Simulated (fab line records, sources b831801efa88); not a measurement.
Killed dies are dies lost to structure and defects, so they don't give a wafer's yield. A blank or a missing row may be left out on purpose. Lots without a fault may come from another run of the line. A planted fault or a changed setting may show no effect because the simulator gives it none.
Which tool did it? | flow gf180mcu | 12 lots, 36 wafers sampled, at 4 steps of a route of 602

WHAT THE GAUGES READ, wafer by wafer
GF_V2_THK_MEAS_01.
lot  | measured     | on            | V2_CVD_00_THK (nm)
L913 | day 19 21:11 | film_metro-03 | 595 596 589
L914 | day 20 17:14 | film_metro-02 | 591 583 591
L915 | day 21 03:02 | film_metro-03 | 593 597 597
L916 | day 21 11:56 | film_metro-03 | 600 597 598
L918 | day 21 19:04 | film_metro-04 | 594 594 587
L920 | day 22 16:43 | film_metro-03 | 597 599 599
L921 | day 23 02:56 | film_metro-04 | 601 594 598
L922 | day 23 14:26 | film_metro-04 | 593 601 595
L924 | day 23 22:02 | film_metro-02 | 592 586 597
L923 | day 24 10:49 | film_metro-02 | 601 611 610
L930 | day 25 21:31 | film_metro-04 | 596 601 600
L933 | day 26 14:20 | film_metro-04 | 601 592 598

GF_V2_THK_MEAS_03.
lot  | measured     | on            | V2_CVD_02_THK (nm)
L913 | day 19 21:19 | film_metro-02 | 842 843 853
L914 | day 20 17:22 | film_metro-04 | 839 857 855
L915 | day 21 03:10 | film_metro-04 | 848 837 855
L916 | day 21 12:04 | film_metro-03 | 844 855 861
L918 | day 21 19:12 | film_metro-03 | 846 841 857
L920 | day 22 16:50 | film_metro-04 | 835 845 865
L921 | day 23 03:06 | film_metro-04 | 830 849 860
L922 | day 23 14:34 | film_metro-03 | 822 819 840
L924 | day 23 22:10 | film_metro-03 | 823 844 856
L923 | day 24 10:56 | film_metro-04 | 843 840 837
L930 | day 25 21:39 | film_metro-03 | 837 1318 858
L933 | day 26 14:28 | film_metro-02 | 834 1284 857

WHICH TOOL RAN EACH LOT (tool, then ch and the chambers of the sampled wafers, then the start)
lot  | GF_V1_STRIP_18                       | GF_V2_CVD_02
L913 | plasma_asher-02 ch 0,1, day 18 16:25 | pecvd-01 ch 0,1,2, day 19 21:14
L914 | plasma_asher-04 ch 0,1, day 19 14:31 | pecvd-01 ch 0,1, day 20 17:17
L915 | plasma_asher-03 ch 0,1, day 19 23:41 | pecvd-04 ch 0,1,2, day 21 03:05
L916 | plasma_asher-04 ch 0,1, day 20 09:34 | pecvd-03 ch 0,1, day 21 12:00
L918 | plasma_asher-03 ch 0,1, day 20 16:43 | pecvd-04 ch 0,2, day 21 19:07
L920 | plasma_asher-03 ch 0,1, day 21 15:34 | pecvd-01 ch 0,1,2, day 22 16:46
L921 | plasma_asher-04 ch 1, day 22 01:25   | pecvd-01 ch 0,2, day 23 03:00
L922 | plasma_asher-04 ch 0,1, day 22 13:05 | pecvd-01 ch 0,2, day 23 14:30
L924 | plasma_asher-04 ch 0,1, day 22 20:43 | pecvd-01 ch 0,1,2, day 23 22:05
L923 | plasma_asher-04 ch 0,1, day 23 10:46 | pecvd-04 ch 0,1,2, day 24 10:52
L930 | plasma_asher-03 ch 0,1, day 24 22:13 | pecvd-04 ch 0,1,2, day 25 21:35
L933 | plasma_asher-03 ch 0,1, day 25 15:34 | pecvd-04 ch 0,1, day 26 14:23
- GF_V1_STRIP_18: strips in O2/N2.
- GF_V2_CVD_02: deposits SiO2 from TEOS, target thk 850 nm, time 94.851 s.

WHAT THE TOOLS THEMSELVES READ (means of the sampled wafers that have a number; where no wafer has one, the mark that the record gives instead)
GF_V1_STRIP_18.
lot  | tool            | drypump_motor_current_A (A) | heater_power_w (W) | oes_product_au (a.u.)
L913 | plasma_asher-02 | 5.7                         | 338                | 0.594
L914 | plasma_asher-04 | 5.5                         | 370                | 0.595
L915 | plasma_asher-03 | 6.1                         | 363                | 0.599
L916 | plasma_asher-04 | 5.2                         | 349                | 0.593
L918 | plasma_asher-03 | 6.0                         | 391                | 0.592
L920 | plasma_asher-03 | 6.0                         | 384                | 0.591
L921 | plasma_asher-04 | 5.8                         | 381                | 0.586
L922 | plasma_asher-04 | 5.5                         | 368                | 0.589
L924 | plasma_asher-04 | 5.5                         | 366                | 0.594
L923 | plasma_asher-04 | 5.5                         | 364                | 0.591
L930 | plasma_asher-03 | 6.1                         | 359                | 0.585
L933 | plasma_asher-03 | 6.0                         | 389                | 0.588

GF_V2_CVD_02.
lot  | tool     | heater_power_outer_w (W) | heater_power_w (W)
L913 | pecvd-01 | 354                      | 567
L914 | pecvd-01 | 326                      | 536
L915 | pecvd-04 | 411                      | 727
L916 | pecvd-03 | 410                      | 704
L918 | pecvd-04 | 400                      | 698
L920 | pecvd-01 | 331                      | 544
L921 | pecvd-01 | 364                      | 571
L922 | pecvd-01 | 330                      | 532
L924 | pecvd-01 | 337                      | 539
L923 | pecvd-04 | 472                      | 811
L930 | pecvd-04 | 389                      | 703
L933 | pecvd-04 | 533                      | 905

THE ANSWER, worked out from the rows above alone
Rule: what is usual is taken from the lots themselves. Put in order of their means at a reading, lots are off if they are a third of the lots or fewer, leave a main group of 4 or more, and stand apart from it by a gap of 3 or more times the standard deviation of the main group's means; of several such gaps the widest counts. A main group whose means are all the same, to the digits that the tables above print for the reading, isn't used. A lot without any number at a reading at which 4 lots or more have one is off too. The other lots that the step has rows for count as sound. The gauges are gone through in route order, then the tools' own readings, and for those a lot's mean is taken as printed above. The first step at which some lot is off is used, and at that step the reading that is off furthest; a lot without a number counts as furthest.
Off: L930, L933, at GF_V2_THK_MEAS_03 (V2_CVD_02_THK). The main group: mean 845 nm, standard deviation 7.
A tool fits if, at a process step before that reading, it ran every lot that is off, and no sound lot after the first of them. The gauges at GF_V2_THK_MEAS_03 are tried like those tools. Can't be told from this: 2 tools fit, plasma_asher-03 at GF_V1_STRIP_18, pecvd-04 at GF_V2_CVD_02.

WHAT THE SIMULATOR HAD PUT IN
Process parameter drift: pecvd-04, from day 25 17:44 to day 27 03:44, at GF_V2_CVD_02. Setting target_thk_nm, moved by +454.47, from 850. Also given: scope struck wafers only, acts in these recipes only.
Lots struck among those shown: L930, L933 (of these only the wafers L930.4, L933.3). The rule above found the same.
